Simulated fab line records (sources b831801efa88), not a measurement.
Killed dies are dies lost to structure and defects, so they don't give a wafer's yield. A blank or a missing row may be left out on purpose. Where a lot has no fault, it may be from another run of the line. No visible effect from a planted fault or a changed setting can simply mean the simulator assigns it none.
Matching of chambers    flow sky130    4 sister chambers for SKY_VIA2_CMP_24 on cmp-02
The step polishes, stops on SiO2, t overpolish 20 s, target thk 0 nm. 4 wafers are shown with their chamber, then 12 later ones without.

## EACH WAFER AND ITS CHAMBER
wafer   chamber  motor_current_A (A)
L087.2  3        10.0
L089.6  2        10.2
L091.4  1        12.0
L091.5  0        11.3

## WAFERS WITH NO CHAMBER GIVEN
wafer   motor_current_A (A)
L092.1  11.5
L092.5  10.3
L092.6  11.7
L095.1  10.3
L095.3  11.3
L095.6  9.8
L096.1  11.7
L096.2  10.2
L096.5  11.3
L097.3  10.4
L097.5  10.2
L097.6  11.4

## WHICH CHAMBER EACH ONE RAN IN
wafer    from the rows above       in truth
L092.1   can't be placed: 0 or 1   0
L092.5   can't be placed: 2 or 3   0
L092.6   can't be placed: 1 or 0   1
L095.1   can't be placed: 2 or 3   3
L095.3   0                         0
L095.6   can't be placed: 3 or 2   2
L096.1   can't be placed: 1 or 0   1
L096.2   can't be placed: 2 or 3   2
L096.5   0                         0
L097.3   can't be placed: 2 or 3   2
L097.5   can't be placed: 2 or 3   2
L097.6   0                         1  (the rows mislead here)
2 of 12 placed correctly. From these rows, 9 cannot be placed; in 8 the true chamber is one of the candidates. 1 placed wrongly.
How it was worked out, from the rows above alone: a wafer's distance from a chamber is the root of the sum, over the readings, of the square of ((its reading less the chamber's mean) divided by the reading's scatter). If the next closest chamber is less than 2 further off than the closest, the wafer can't be placed; otherwise it belongs to the closest. Each chamber's mean is taken over the wafers shown for it. The scatter (one wafer shown for each chamber): square how far every hidden wafer sits from the nearest shown wafer, average those squares and take the square root.
